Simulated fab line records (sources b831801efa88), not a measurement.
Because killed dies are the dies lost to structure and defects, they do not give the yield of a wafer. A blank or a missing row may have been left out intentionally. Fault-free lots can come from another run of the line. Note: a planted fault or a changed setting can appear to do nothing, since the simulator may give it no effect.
8D (eight disciplines) problem report, filled in by code	flow sky130	the parts of the form that need people (team, actions taken, sign-off) are left out

## 1. WHAT IS WRONG
Across 3 wafers from 2 lots, CONTACT_HDPCVD_THK at SKY_CONTACT_THK_MEAS_03 averages 883 nm, while fault-free wafers read 559 nm with a standard deviation of 4.2. That is +77 standard deviations from the usual mean.
Seen first at day 34 00:51 on film-metro-04, wafer L307.6. At this step, 33 wafers from 11 lots have a number in the record. Rule for "out" (also "out of limits"): further than 4 standard deviations from the usual mean. Any other wafer with a number is counted as sound.

## 2. WHAT THIS IS AND IS NOT
question	is	is not
which readings at this step	CONTACT_HDPCVD_THK	-
which lots	L307, L309	L296, L297, L298, L299, L305, L306, L316, L317, L319
which wafers of those lots	L307.6, L309.3, L309.6	L307.2, L307.5, L309.1
read on which gauges	film-metro-04	film-metro-01, film-metro-02
when	from day 34 00:51	up to then (20 sound wafers); but 10 sound wafers of L309, L316, L317, L319 came after

## 3. SUSPECTS, AND WHAT RULES EACH OUT
Counting: a tool at a process step up to the reading stays a suspect if it ran every lot that is out. Sound lots after the first of them don't rule it out here, since some wafers of a struck lot are sound.
- the gauge at SKY_CONTACT_THK_MEAS_03 has been ruled out. All the wafers that are out were read on film-metro-04, but those of them that SKY_CONTACT_CMP_04 has rows for are out there too, on other tools.
- rie-diel-02 at SKY_LI_CONTACT_ETCH_14 (etches BARC in N2/H2, stops on SiO2, time 45.9 s, target depth 60 nm): kept. Ran every lot that is out, first one L307 (day 32 19:08); last sound lot up to then L306 (day 32 12:20).
- hdpcvd-02 at SKY_CONTACT_HDPCVD_02 (deposits SiO2, target thk 565 nm, time 94.2 s): kept. Ran every lot that is out, first one L307 (day 34 00:46); last sound lot up to then L298 (day 30 21:48).
The count leaves hdpcvd-02 at SKY_CONTACT_HDPCVD_02 and rie-diel-02 at SKY_LI_CONTACT_ETCH_14.

## 4. THE CAUSE (what the simulator had put in)
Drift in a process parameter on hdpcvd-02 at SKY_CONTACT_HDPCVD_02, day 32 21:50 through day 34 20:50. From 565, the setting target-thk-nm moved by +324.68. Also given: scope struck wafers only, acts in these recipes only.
2 suspects survive the count, and this tool is in that group.

## 5. THE CHAIN OF EFFECTS, in route order
Rows list readings where the struck wafers' mean (over those with a number) sits beyond 3 standard deviations from the usual. Only readings whose record carries a usual standard deviation are examined. hours: median over the lots of the time between each lot's start at the first step of this table that gives one and its start at this step. sigmas: the change, counted in usual standard deviations.
hours	step	reading	usual	on struck wafers	change	sigmas
0	SKY_CONTACT_THK_MEAS_03	CONTACT_HDPCVD_THK	559 nm	883	+324	+77
0	SKY_CONTACT_CMP_04	time-to-endpoint-s	81 s	202	+121	+35
It contains these process steps:
- SKY_CONTACT_CMP_04: polishes SiO2.
Later steps that measure or inspect, where all struck wafers having a row at the step show a number for every such reading and not one has moved that far: SKY_CONTACT_BOW_MEAS_05.

## 6. WHAT WOULD HAVE CAUGHT IT SOONER
In this record the first reading out of limits at a measuring or inspecting step was taken at day 34 00:51, 27 hours after the fault began at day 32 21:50.
Lots out: 2; of these, L309 started SKY_CONTACT_HDPCVD_02 on hdpcvd-02 after day 34 00:51. Putting the tool on hold at that point would have spared it.
